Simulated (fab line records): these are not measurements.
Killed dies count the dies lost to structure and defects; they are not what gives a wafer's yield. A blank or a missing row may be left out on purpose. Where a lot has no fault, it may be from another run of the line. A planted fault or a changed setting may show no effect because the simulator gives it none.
fab line records	flow sky130
[record] lots = 6	wafers = 18	last-day = 49
route steps=708 shown VIA4@653 METAL5@661
lots untouched by any fault: they come from a run of this same line in which no faults occurred
start-h: start of the lot's first displayed wafer, in hours after the record's first day	wait-h: how many hours have passed since the lot's step before this one	" repeats the value in the row above	L1.1+2: a row that stands for several wafers	- value missing, or start not given	* or withheld: withheld	< > ~ a bound
route shown NAME@n: a module of which the file shows steps, and the number in the route of the first	usual: average and standard deviation across the fault-free wafers	same: alike in all rows	chamber/n: place in a boat	sites: the reading at each site	_std_site: how widely they spread, as a standard deviation	_edge_site: the outer-site mean with the inner-site mean subtracted	radius-mm: how far each site lies from the wafer's centre	mask NAME#n: copy n	behind: tool/chamber where the wafer was last shaped	hold: what put the lot on hold/how long, in hours/how the hold closed	device: the transistor (n, p or np) that didn't switch	end of line: the tests these same wafers got at the end of their route	step lacking rows: just its recipe	killed: dies that structure and defects cost at the first sort, which is not the same as the wafer's yield	map: per-die view of a wafer (x killed, . not killed, _ where there is no die)
set.NAME: setting as actually run; set.NAME@STEP: the setting as run at that earlier step	model.NAME: the simulator's own value behind a step, which no gauge read
lots seen at some steps along the route; tables by step, rows by wafer
services: the hour from which a tool's chamber was out of use, counted from the record's first day as start-h (under 0 if before that day), plus the number of hours and why
[[steps]]
[step SKY_VIA4_STRIP_14]
[recipe] chemistry = post-etch-residue-remover	time-s = 1200	temp-c = 72.5
[step SKY_VIA4_CLEAN_15]
[recipe] chemistry = IPA	time-s = 180	temp-c = 25
[step SKY_VIA4_CLEAN_16]
[recipe] chemistry = O3/DIW	dry = n2-spin
[step SKY_VIA4_SPUTTER_17]
[recipe] material = TiN	target-thk-nm = 20	chamber-pressure-pa = 5	power-w = 4000	time-s = 80
[usual] chamber-pressure-pa = 5.000/0.0097	throttle-valve-pct = 30.0/1.1
lot.wafer	tool	chamber	start-h	wait-h	chamber-pressure-pa	throttle-valve-pct
L841.1	pvd-sputter-02	-	994.18	0.0	5.003	30.7
L841.2	"	-	"	"	5.004	31.1
L841.6	"	-	"	"	5.003	29.5
L847.1	pvd-sputter-04	-	1038.18	0.0	5.005	30.9
L847.2	"	-	"	"	4.995	27.9
L847.3	"	-	"	"	4.994	31.5
L849.1	pvd-sputter-04	-	1074.61	0.0	4.984	30.7
L849.3	"	-	"	"	5.010	30.4
L849.5	"	-	"	"	5.002	32.0
L858.1	pvd-sputter-01	-	1114.12	0.0	5.005	29.7
L858.3	"	-	"	"	4.981	28.8
L858.6	"	-	"	"	4.989	30.4
L859.1	pvd-sputter-02	-	1115.43	0.0	5.020	30.9
L859.2	"	-	"	"	5.006	29.0
L859.5	"	-	"	"	5.017	29.5
L861.3	pvd-sputter-04	-	1130.84	0.0	4.986	30.5
L861.5	"	-	"	"	4.997	30.5
L861.6	"	-	"	"	4.995	30.7
[step SKY_VIA4_CVD_18]
[recipe] material = W	target-thk-nm = 505	time-s = 152.14	temp-c = 400	pressure-torr = 40
[usual] chamber-pressure-Torr = 40.00/0.095	heater-power-w = 808/48
lot.wafer	tool	chamber	start-h	wait-h	chamber-pressure-Torr	heater-power-w
L841.1	cvd-w-01	0	994.24	0.0	39.94	821
L841.2	"	1	"	"	39.97	743
L841.6	"	0	"	"	39.96	807
L847.1	cvd-w-01	1	1038.24	0.0	40.01	753
L847.2	"	0	"	"	40.11	826
L847.3	"	0	"	"	39.95	820
L849.1	cvd-w-01	1	1074.68	0.0	39.99	739
L849.3	"	0	"	"	40.11	808
L849.5	"	1	"	"	39.97	769
L858.1	cvd-w-02	0	1114.18	0.0	40.06	911
L858.3	"	1	"	"	40.04	838
L858.6	"	1	"	"	40.10	841
L859.1	cvd-w-02	1	1115.49	0.0	39.97	838
L859.2	"	0	"	"	39.92	895
L859.5	"	0	"	"	39.99	890
L861.3	cvd-w-01	0	1130.95	0.1	40.01	800
L861.5	"	1	"	"	39.93	752
L861.6	"	0	"	"	40.13	816
[step SKY_VIA4_RS_MEAS_19]
[recipe] thk-meas-gauge = four-point-probe	reads = W_of_VIA4_CVD_18+TiN_of_VIA4_SPUTTER_17
[usual] VIA4_W_RS = 0.2249/0.0021
lot.wafer	tool	chamber	start-h	wait-h	VIA4_W_RS[ohm/sq]
L841.1	film-metro-04	-	994.39	0.1	0.2254
L841.2	"	-	"	"	0.2266
L841.6	"	-	"	"	0.2250
L847.1	film-metro-04	-	1038.40	0.1	0.2252
L847.2	"	-	"	"	0.2270
L847.3	"	-	"	"	0.2236
L849.1	film-metro-01	-	1074.83	0.1	0.2259
L849.3	"	-	"	"	0.2265
L849.5	"	-	"	"	0.2253
L858.1	film-metro-02	-	1114.33	0.1	0.2249
L858.3	"	-	"	"	0.2212
L858.6	"	-	"	"	0.2218
L859.1	film-metro-02	-	1115.64	0.1	0.2212
L859.2	"	-	"	"	0.2242
L859.5	"	-	"	"	0.2232
L861.3	film-metro-04	-	1131.09	0.1	0.2234
L861.5	"	-	"	"	0.2267
L861.6	"	-	"	"	0.2265
[step SKY_VIA4_THK_MEAS_20]
[recipe] thk-meas-gauge = xrf	reads = W_of_VIA4_CVD_18
[usual] VIA4_W_THK = 504/5.8
lot.wafer	tool	chamber	start-h	wait-h	VIA4_W_THK[nm]
L841.1	film-metro-04	-	994.51	0.1	498
L841.2	"	-	"	"	496
L841.6	"	-	"	"	496
L847.1	film-metro-04	-	1038.52	0.1	503
L847.2	"	-	"	"	498
L847.3	"	-	"	"	506
L849.1	film-metro-01	-	1074.95	0.1	503
L849.3	"	-	"	"	502
L849.5	"	-	"	"	504
L858.1	film-metro-02	-	1114.45	0.1	506
L858.3	"	-	"	"	514
L858.6	"	-	"	"	511
L859.1	film-metro-02	-	1115.76	0.1	514
L859.2	"	-	"	"	505
L859.5	"	-	"	"	505
L861.3	film-metro-04	-	1131.19	0.1	509
L861.5	"	-	"	"	501
L861.6	"	-	"	"	503
[step SKY_VIA4_CMP_21]
[recipe] stop-on = SiO2	t-overpolish-s = 25	down-force-psi = 3.5	platen-rpm = 60	target-thk-nm = 0	pad-velocity-m-s = 0.94248
[step SKY_METAL5_SPUTTER_00]
[recipe] material = Ti	target-thk-nm = 15	power-w = 3000	time-s = 10	chamber-pressure-pa = 0.4
[usual] chamber-pressure-pa = 0.3999/0.0013	throttle-valve-pct = 29.7/0.78
lot.wafer	tool	chamber	start-h	wait-h	chamber-pressure-pa	throttle-valve-pct
L841.1	pvd-sputter-03	-	995.14	0.1	0.3995	30.3
L841.2	"	-	"	"	0.3997	29.6
L841.6	"	-	"	"	0.4002	30.5
L847.1	pvd-sputter-01	-	1038.88	0.2	0.4007	29.4
L847.2	"	-	"	"	0.3981	29.5
L847.3	"	-	"	"	0.3994	28.7
L849.1	pvd-sputter-03	-	1075.31	0.1	0.3995	28.2
L849.3	"	-	"	"	0.4000	30.6
L849.5	"	-	"	"	0.3997	28.3
L858.1	pvd-sputter-03	-	1114.83	0.2	0.3988	28.5
L858.3	"	-	"	"	0.4007	30.5
L858.6	"	-	"	"	0.3985	29.5
L859.1	pvd-sputter-01	-	1116.12	0.1	0.4004	30.8
L859.2	"	-	"	"	0.4002	28.7
L859.5	"	-	"	"	0.3998	29.6
L861.3	pvd-sputter-03	-	1131.53	0.2	0.4002	28.2
L861.5	"	-	"	"	0.4024	28.3
L861.6	"	-	"	"	0.3993	29.7
[step SKY_METAL5_SPUTTER_01]
[recipe] material = TiN	target-thk-nm = 20	power-w = 6500	time-s = 16.7	chamber-pressure-pa = 0.4
[step SKY_METAL5_SPUTTER_02]
[recipe] material = AlCu	target-thk-nm = 1150	power-w = 10600	time-s = 61.2	chamber-pressure-pa = 0.4
[usual] chamber-pressure-pa = 0.4000/0.00083	throttle-valve-pct = 29.7/0.78
lot.wafer	tool	chamber	start-h	wait-h	chamber-pressure-pa	throttle-valve-pct
L841.1	pvd-sputter-03	-	995.19	0.0	0.3997	30.1
L841.2	"	-	"	"	0.4017	29.4
L841.6	"	-	"	"	0.3991	30.6
L847.1	pvd-sputter-01	-	1038.92	0.0	0.3995	29.8
L847.2	"	-	"	"	0.4004	29.7
L847.3	"	-	"	"	0.4006	28.7
L849.1	pvd-sputter-03	-	1075.36	0.0	0.3993	28.2
L849.3	"	-	"	"	0.4004	30.4
L849.5	"	-	"	"	0.4011	28.3
L858.1	pvd-sputter-03	-	1114.88	0.0	0.4005	28.2
L858.3	"	-	"	"	0.3993	30.5
L858.6	"	-	"	"	0.4002	30.1
L859.1	pvd-sputter-01	-	1116.17	0.0	0.3988	30.6
L859.2	"	-	"	"	0.4000	28.4
L859.5	"	-	"	"	0.3997	29.7
L861.3	pvd-sputter-03	-	1131.58	0.0	0.4001	28.4
L861.5	"	-	"	"	0.3994	28.2
L861.6	"	-	"	"	0.4011	29.7
[step SKY_METAL5_SPUTTER_03]
[recipe] material = Ti	target-thk-nm = 5	power-w = 3000	time-s = 3.3	chamber-pressure-pa = 0.4
[usual] chamber-pressure-pa = 0.4001/0.00084	throttle-valve-pct = 29.7/0.78
lot.wafer	tool	chamber	start-h	wait-h	chamber-pressure-pa	throttle-valve-pct
L841.1	pvd-sputter-03	-	995.24	0.0	0.3999	30.6
L841.2	"	-	"	"	0.3996	29.6
L841.6	"	-	"	"	0.3996	30.1
L847.1	pvd-sputter-01	-	1038.98	0.0	0.4002	29.6
L847.2	"	-	"	"	0.4004	29.5
L847.3	"	-	"	"	0.4007	28.5
L849.1	pvd-sputter-03	-	1075.41	0.0	0.4008	28.3
L849.3	"	-	"	"	0.3989	30.7
L849.5	"	-	"	"	0.4004	28.4
L858.1	pvd-sputter-03	-	1114.93	0.0	0.3997	28.2
L858.3	"	-	"	"	0.4016	30.2
L858.6	"	-	"	"	0.3997	30.0
L859.1	pvd-sputter-01	-	1116.22	0.0	0.4008	30.2
L859.2	"	-	"	"	0.3981	28.7
L859.5	"	-	"	"	0.3997	29.8
L861.3	pvd-sputter-03	-	1131.63	0.0	0.4008	28.5
L861.5	"	-	"	"	0.4008	28.1
L861.6	"	-	"	"	0.4006	30.1
[step SKY_METAL5_SPUTTER_04]
[recipe] material = TiN	target-thk-nm = 70	power-w = 6500	time-s = 58.3	chamber-pressure-pa = 0.4
[usual] chamber-pressure-pa = 0.4000/0.00082	throttle-valve-pct = 29.7/0.78
lot.wafer	tool	chamber	start-h	wait-h	chamber-pressure-pa	throttle-valve-pct
L841.1	pvd-sputter-03	-	995.25	0.0	0.4000	30.7
L841.2	"	-	"	"	0.4000	29.6
L841.6	"	-	"	"	0.4000	30.3
L847.1	pvd-sputter-01	-	1038.99	0.0	0.4021	29.9
L847.2	"	-	"	"	0.3987	29.7
L847.3	"	-	"	"	0.4002	28.7
L849.1	pvd-sputter-03	-	1075.43	0.0	0.4004	28.1
L849.3	"	-	"	"	0.3978	30.3
L849.5	"	-	"	"	0.4003	28.3
L858.1	pvd-sputter-03	-	1114.95	0.0	0.4017	28.3
L858.3	"	-	"	"	0.4006	30.3
L858.6	"	-	"	"	0.3784	30.7
L859.1	pvd-sputter-01	-	1116.24	0.0	0.4000	30.5
L859.2	"	-	"	"	0.3986	28.7
L859.5	"	-	"	"	0.3997	29.3
L861.3	pvd-sputter-03	-	1131.65	0.0	0.3995	28.1
L861.5	"	-	"	"	0.3998	28.2
L861.6	"	-	"	"	0.3781	31.1
[step SKY_METAL5_RS_MEAS_05]
[recipe] thk-meas-gauge = four-point-probe	reads = TiN_of_METAL5_SPUTTER_04+Ti_of_METAL5_SPUTTER_03+AlCu_of_METAL5_SPUTTER_02+TiN_of_METAL5_SPUTTER_01+Ti_of_METAL5_SPUTTER_00
[usual] METAL5_ALCU_RS = 0.02709/0.00029
lot.wafer	tool	chamber	start-h	wait-h	METAL5_ALCU_RS[ohm/sq]
L841.1	film-metro-02	-	995.30	0.0	0.02734
L841.2	"	-	"	"	0.02725
L841.6	"	-	"	"	0.02749
L847.1	film-metro-03	-	1039.04	0.0	0.02678
L847.2	"	-	"	"	0.02675
L847.3	"	-	"	"	0.02685
L849.1	film-metro-04	-	1075.47	0.0	0.02713
L849.3	"	-	"	"	0.02736
L849.5	"	-	"	"	0.027
L858.1	film-metro-04	-	1115.03	0.1	0.0269
L858.3	"	-	"	"	0.02692
L858.6	"	-	"	"	0.0266
L859.1	film-metro-03	-	1116.29	0.0	0.02729
L859.2	"	-	"	"	0.02729
L859.5	"	-	"	"	0.02737
L861.3	film-metro-02	-	1131.74	0.1	0.02688
L861.5	"	-	"	"	0.02698
L861.6	"	-	"	"	0.02671
[[services]]
tool	chamber	start-h	hours	kind
cvd-w-01	-	985.84	0.9	repair
pvd-sputter-02	-	1026.93	14.8	repair
pvd-sputter-04	-	1034.14	2.7	repair
cvd-w-01	1	1054.61	3.8	repair
cvd-w-02	-	1066.48	28.1	pm
pvd-sputter-01	-	1078.96	7.6	repair
pvd-sputter-01	-	1083.45	3.5	repair
cvd-w-01	-	1100.42	6.9	pm
pvd-sputter-03	-	1104.57	3.2	repair
cvd-w-01	0	1107.38	9.3	repair
cvd-w-02	0	1122.29	3.3	repair
pvd-sputter-02	-	1124.26	5.4	repair
cvd-w-02	-	1128.42	14.6	pm
pvd-sputter-01	-	1130.21	2.6	repair
[[key]]
[first-sign] step = SKY_METAL5_SPUTTER_04	reading = chamber-pressure-pa	direction = down	sigmas = 26	usual = 0.4000	struck = 0.3782
effect none on later readings
met-at SKY_METAL5_SPUTTER_04
struck-wafers L858.6,L861.6
[fault] kind = process-parameter-drift	tool = pvd-sputter-03	chamber = -	onset-h = 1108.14	steps = SKY_METAL5_SPUTTER_04	channel = chamber-pressure-pa	offset = -0.021317	shape = step	end-h = 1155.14	acts-in = these-recipes-only	stated = 0.4	scope = struck-wafers-only
